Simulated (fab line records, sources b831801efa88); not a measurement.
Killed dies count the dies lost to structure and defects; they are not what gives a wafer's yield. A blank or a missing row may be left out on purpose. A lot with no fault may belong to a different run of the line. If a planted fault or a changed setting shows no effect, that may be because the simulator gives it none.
2 desks, one fault ; flow sky130 ; each desk holds nothing but its own numbers, with what lay behind them at the end

== FOR THE TOOL OWNER'S DESK: rie-metal-04 ==
The tool's own readings at SKY_METAL4_METAL_ETCH_18 (etches the open film in Cl2/BCl3, stops on SiO2, target depth 845 nm, time 183.1 s): means of the sampled wafers that have a number, for each lot that ran on this tool. Marked OUT: a lot whose mean sits more than 4 standard deviations from the usual mean, which makes it out of limits; the brackets give that distance.
Columns: A = bias-w at SKY_METAL4_METAL_ETCH_18, usual 48.49 W; B = drypump-motor-current-A at SKY_METAL4_METAL_ETCH_18, usual 5.9 A; C = oes-product-au at SKY_METAL4_METAL_ETCH_18, usual 0.863 a.u.; D = rf-fwd-power-W at SKY_METAL4_METAL_ETCH_18, usual 897 W; E = throttle-valve-pct at SKY_METAL4_METAL_ETCH_18, usual 22.264 %
lot;first seen here;A;B;C;D;E
L415;day 44 08:52;48.36;6.1;0.865;900;22.269
L417;day 44 13:42;48.93;5.8;0.864;899;22.265
L418;day 45 01:01;49.46 (+5.7) OUT;5.9;0.856;898;22.261
L429;day 47 14:46;48.65;6.1;0.871;900;22.258
Finding of this desk: L418 out of limits; the first was L418 at day 45 01:01, on bias-w at SKY_METAL4_METAL_ETCH_18. L415, L417, L429: within limits.

== METROLOGY DESK ==
Means of the sampled wafers that have a number, per lot and without regard to the tool the lot ran on: this is what the gauges read. Marked OUT: a lot whose mean sits more than 4 standard deviations from the usual mean, which makes it out of limits; the brackets give that distance.
Columns: A = VIA3_BOW at SKY_VIA3_BOW_MEAS_03, usual 80 um
lot;first seen here;A
L408;day 39 02:44;85
L411;day 39 18:52;76
L412;day 40 01:50;83
L414;day 41 03:46;72
L415;day 41 07:32;77
L417;day 41 15:35;81
L418;day 42 03:53;75
L425;day 44 06:33;73
L429;day 44 23:52;82
L430;day 45 11:25;86
L431;day 45 13:49;84
This desk found nothing out of limits on any of the 11 lots.

== PUT TOGETHER ==
The tool owner's desk had the chance to raise an alarm at day 45 01:01 on L418.
Nothing out of limits was seen by the metrology desk.
The metrology desk holds a record of L418, inside its limits.
On rie-metal-04, each named lot ran SKY_METAL4_METAL_ETCH_18.

== WHAT THE SIMULATOR HAD PUT IN ==
rie-metal-04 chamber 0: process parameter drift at SKY_METAL4_METAL_ETCH_18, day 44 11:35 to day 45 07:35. A move of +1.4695 in setting bias-w, from 48.5. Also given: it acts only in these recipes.
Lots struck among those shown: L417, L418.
How many hours passed from the start of the fault until each desk's first out-of-limits reading: the tool owner's desk, 13.
